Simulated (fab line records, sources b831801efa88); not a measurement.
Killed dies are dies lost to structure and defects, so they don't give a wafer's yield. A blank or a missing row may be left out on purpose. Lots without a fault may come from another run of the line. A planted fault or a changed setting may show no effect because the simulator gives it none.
Chamber matching | flow gf180mcu | GF_MIM_CVD_05 on pecvd-04: 3 sister chambers
The step deposits Si3N4, target thk 42 nm, time 29.086 s. 6 wafers are shown with their chamber, then 10 later ones without.

WAFERS WITH THEIR CHAMBER
wafer  | chamber | heater_power_w (W)
L082.6 | 2       | 683
L086.1 | 2       | 646
L086.2 | 1       | 562
L086.3 | 0       | 514
L086.4 | 1       | 556
L086.5 | 0       | 494

WAFERS WITHOUT THEIR CHAMBER
wafer  | heater_power_w (W)
L086.6 | 657
L088.1 | 548
L088.2 | 575
L088.4 | 567
L091.2 | 512
L091.3 | 643
L091.6 | 631
L093.1 | 567
L093.2 | 586
L093.5 | 688

WHICH CHAMBER EACH WENT THROUGH
wafer  | from the rows above     | in truth
L086.6 | 2                       | 2
L088.1 | can't be placed: 1 or 0 | 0
L088.2 | 1                       | 1
L088.4 | 1                       | 1
L091.2 | 0                       | 0
L091.3 | 2                       | 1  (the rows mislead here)
L091.6 | 2                       | 2
L093.1 | 1                       | 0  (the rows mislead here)
L093.2 | 1                       | 1
L093.5 | 2                       | 2
Placed correctly: 7 of 10. Can't be placed from these rows: 1 (the true chamber is among the candidates in 1). Placed wrongly: 2.
How it was worked out, from the rows above alone: a wafer's distance from a chamber is the root of the sum, over the readings, of the square of ((its reading less the chamber's mean) divided by the reading's scatter). The wafer belongs to the nearest chamber; if the next one is less than 2 further off, it can't be placed. A chamber's mean is the mean of its shown wafers. The scatter: the root of (the sum of the squares of (reading less its chamber's mean) over the shown wafers, divided by (wafers less chambers)).
